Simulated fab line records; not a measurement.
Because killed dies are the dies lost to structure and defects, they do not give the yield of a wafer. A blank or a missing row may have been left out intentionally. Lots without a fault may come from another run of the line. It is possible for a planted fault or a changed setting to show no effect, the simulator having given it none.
Which tool is to blame? :: flow sky130 :: 36 wafers from 12 lots sampled at 3 of the route's 708 steps

== WHAT EACH GAUGE READ, for each wafer ==
SKY_VIA4_BOW_MEAS_03.
lot: L719
measured: day 43 05:58
on: film-metro-01
VIA4_BOW (um): 80 81 85

lot: L722
measured: day 43 08:41
on: film-metro-03
VIA4_BOW (um): 81 77 71

lot: L720
measured: day 43 12:49
on: film-metro-01
VIA4_BOW (um): 88 82 81

lot: L724
measured: day 43 19:21
on: film-metro-03
VIA4_BOW (um): 79 89 92

lot: L723
measured: day 43 23:28
on: film-metro-03
VIA4_BOW (um): 64 72 88

lot: L725
measured: day 44 03:26
on: film-metro-04
VIA4_BOW (um): 82 84 79

lot: L726
measured: day 44 10:09
on: film-metro-03
VIA4_BOW (um): 81 75 78

lot: L730
measured: day 45 12:13
on: film-metro-01
VIA4_BOW (um): 91 89 79

lot: L731
measured: day 45 14:32
on: film-metro-03
VIA4_BOW (um): 75 78 71

lot: L734
measured: day 46 15:19
on: film-metro-03
VIA4_BOW (um): 82 73 86

lot: L737
measured: day 47 01:55
on: film-metro-04
VIA4_BOW (um): 79 67 80

lot: L739
measured: day 47 17:40
on: film-metro-04
VIA4_BOW (um): 87 84 78

== TOOL THAT RAN EACH LOT (tool first, then ch and the chambers of the sampled wafers, then the start) ==
lot: L719
SKY_METAL4_DESCUM_15: rie-metal-03 ch 0,1, day 43 04:01
SKY_METAL4_ETCH_16: rie-metal-03 ch 0,1, day 43 04:04

lot: L722
SKY_METAL4_DESCUM_15: rie-metal-03 ch 0,1, day 43 05:39
SKY_METAL4_ETCH_16: rie-metal-03 ch 0,1, day 43 05:41

lot: L720
SKY_METAL4_DESCUM_15: rie-metal-03 ch 0, day 43 11:21
SKY_METAL4_ETCH_16: rie-metal-03 ch 0, day 43 11:23

lot: L724
SKY_METAL4_DESCUM_15: rie-metal-03 ch 0,1, day 43 17:52
SKY_METAL4_ETCH_16: rie-metal-03 ch 0,1, day 43 17:55

lot: L723
SKY_METAL4_DESCUM_15: rie-metal-04 ch 0,1, day 43 21:55
SKY_METAL4_ETCH_16: rie-metal-04 ch 0,1, day 43 21:58

lot: L725
SKY_METAL4_DESCUM_15: rie-metal-03 ch 0,1, day 44 01:56
SKY_METAL4_ETCH_16: rie-metal-03 ch 0,1, day 44 01:59

lot: L726
SKY_METAL4_DESCUM_15: rie-metal-04 ch 0,1, day 44 08:40
SKY_METAL4_ETCH_16: rie-metal-04 ch 0,1, day 44 08:43

lot: L730
SKY_METAL4_DESCUM_15: rie-metal-01 ch 0,1, day 45 10:45
SKY_METAL4_ETCH_16: rie-metal-01 ch 0,1, day 45 10:47

lot: L731
SKY_METAL4_DESCUM_15: rie-metal-01 ch 0,1, day 45 13:01
SKY_METAL4_ETCH_16: rie-metal-01 ch 0,1, day 45 13:04

lot: L734
SKY_METAL4_DESCUM_15: rie-metal-04 ch 0,1, day 46 12:36
SKY_METAL4_ETCH_16: rie-metal-04 ch 0,1, day 46 12:38

lot: L737
SKY_METAL4_DESCUM_15: rie-metal-04 ch 0,1, day 47 00:27
SKY_METAL4_ETCH_16: rie-metal-04 ch 0,1, day 47 00:29

lot: L739
SKY_METAL4_DESCUM_15: rie-metal-03 ch 0, day 47 16:02
SKY_METAL4_ETCH_16: rie-metal-03 ch 0, day 47 16:10
- SKY_METAL4_DESCUM_15: chemistry O2, time 8 s.
- SKY_METAL4_ETCH_16: etches BARC in N2/H2, stops on SiO2, time 85.54 s, target depth 60 nm.

== AS READ BY THE TOOLS THEMSELVES (means over the sampled wafers that have a number; for cases with no such wafer, the mark the record gives instead) ==
SKY_METAL4_DESCUM_15.
lot: L719
tool: rie-metal-03
chamber-pressure-mTorr (mTorr): 10.008
drypump-motor-current-A (A): 5.66
oes-product-au (a.u.): 0.994

lot: L722
tool: rie-metal-03
chamber-pressure-mTorr (mTorr): 9.994
drypump-motor-current-A (A): 5.59
oes-product-au (a.u.): 1.004

lot: L720
tool: rie-metal-03
chamber-pressure-mTorr (mTorr): 9.995
drypump-motor-current-A (A): 5.55
oes-product-au (a.u.): 1.007

lot: L724
tool: rie-metal-03
chamber-pressure-mTorr (mTorr): 10.001
drypump-motor-current-A (A): 5.59
oes-product-au (a.u.): 1.009

lot: L723
tool: rie-metal-04
chamber-pressure-mTorr (mTorr): 9.999
drypump-motor-current-A (A): 5.82
oes-product-au (a.u.): 0.990

lot: L725
tool: rie-metal-03
chamber-pressure-mTorr (mTorr): 10.004
drypump-motor-current-A (A): 5.61
oes-product-au (a.u.): 1.010

lot: L726
tool: rie-metal-04
chamber-pressure-mTorr (mTorr): 10.004
drypump-motor-current-A (A): 5.82
oes-product-au (a.u.): 0.987

lot: L730
tool: rie-metal-01
chamber-pressure-mTorr (mTorr): 9.995
drypump-motor-current-A (A): 6.28
oes-product-au (a.u.): 1.005

lot: L731
tool: rie-metal-01
chamber-pressure-mTorr (mTorr): 10.003
drypump-motor-current-A (A): 6.30
oes-product-au (a.u.): 1.008

lot: L734
tool: rie-metal-04
chamber-pressure-mTorr (mTorr): 10.009
drypump-motor-current-A (A): 5.80
oes-product-au (a.u.): 0.991

lot: L737
tool: rie-metal-04
chamber-pressure-mTorr (mTorr): 9.998
drypump-motor-current-A (A): 5.92
oes-product-au (a.u.): 0.989

lot: L739
tool: rie-metal-03
chamber-pressure-mTorr (mTorr): 10.000
drypump-motor-current-A (A): 5.52
oes-product-au (a.u.): 1.007

SKY_METAL4_ETCH_16.
lot: L719
tool: rie-metal-03
chamber-pressure-mTorr (mTorr): 30.045
drypump-motor-current-A (A): 5.68
oes-product-au (a.u.): 0.629
throttle-valve-pct (%): 13.210

lot: L722
tool: rie-metal-03
chamber-pressure-mTorr (mTorr): 29.987
drypump-motor-current-A (A): 5.61
oes-product-au (a.u.): 0.634
throttle-valve-pct (%): 13.209

lot: L720
tool: rie-metal-03
chamber-pressure-mTorr (mTorr): 29.970
drypump-motor-current-A (A): 5.53
oes-product-au (a.u.): 0.628
throttle-valve-pct (%): 13.204

lot: L724
tool: rie-metal-03
chamber-pressure-mTorr (mTorr): 30.025
drypump-motor-current-A (A): 5.61
oes-product-au (a.u.): 0.631
throttle-valve-pct (%): 13.204

lot: L723
tool: rie-metal-04
chamber-pressure-mTorr (mTorr): 29.985
drypump-motor-current-A (A): 5.83
oes-product-au (a.u.): 0.635
throttle-valve-pct (%): 13.197

lot: L725
tool: rie-metal-03
chamber-pressure-mTorr (mTorr): 29.982
drypump-motor-current-A (A): 5.62
oes-product-au (a.u.): 0.635
throttle-valve-pct (%): 13.202

lot: L726
tool: rie-metal-04
chamber-pressure-mTorr (mTorr): 30.001
drypump-motor-current-A (A): 5.81
oes-product-au (a.u.): 0.632
throttle-valve-pct (%): 13.207

lot: L730
tool: rie-metal-01
chamber-pressure-mTorr (mTorr): 29.997
drypump-motor-current-A (A): 6.30
oes-product-au (a.u.): 0.631
throttle-valve-pct (%): 13.205

lot: L731
tool: rie-metal-01
chamber-pressure-mTorr (mTorr): 29.986
drypump-motor-current-A (A): 6.30
oes-product-au (a.u.): 0.636
throttle-valve-pct (%): 13.202

lot: L734
tool: rie-metal-04
chamber-pressure-mTorr (mTorr): 29.989
drypump-motor-current-A (A): 5.80
oes-product-au (a.u.): 0.637
throttle-valve-pct (%): 13.200

lot: L737
tool: rie-metal-04
chamber-pressure-mTorr (mTorr): 30.004
drypump-motor-current-A (A): 5.94
oes-product-au (a.u.): 0.635
throttle-valve-pct (%): 13.203

lot: L739
tool: rie-metal-03
chamber-pressure-mTorr (mTorr): 30.015
drypump-motor-current-A (A): 5.51
oes-product-au (a.u.): 0.633
throttle-valve-pct (%): 13.206

== THE ANSWER, worked out from the rows above alone ==
Rule: the usual values come from the lots themselves. Put in order of their means at a reading, lots are off if they are a third of the lots or fewer, leave a main group of 4 or more, and stand apart from it by a gap of 3 or more times the standard deviation of the main group's means; of several such gaps the widest counts. If all means in a main group match to the digits the tables above print for the reading, that group is not used. Also off: a lot with no number at a reading for which 4 or more lots have one. The other lots that the step has rows for count as sound. First the gauges in route order, then the tools' own readings, where a lot's mean is used as printed above. At the first step where some lot is off, the reading lying furthest off is the one used; lots without a number count as furthest.
Across all readings shown, no lot is off: no conclusion can be drawn from this.

== WHAT THE SIMULATOR HAD PUT IN ==
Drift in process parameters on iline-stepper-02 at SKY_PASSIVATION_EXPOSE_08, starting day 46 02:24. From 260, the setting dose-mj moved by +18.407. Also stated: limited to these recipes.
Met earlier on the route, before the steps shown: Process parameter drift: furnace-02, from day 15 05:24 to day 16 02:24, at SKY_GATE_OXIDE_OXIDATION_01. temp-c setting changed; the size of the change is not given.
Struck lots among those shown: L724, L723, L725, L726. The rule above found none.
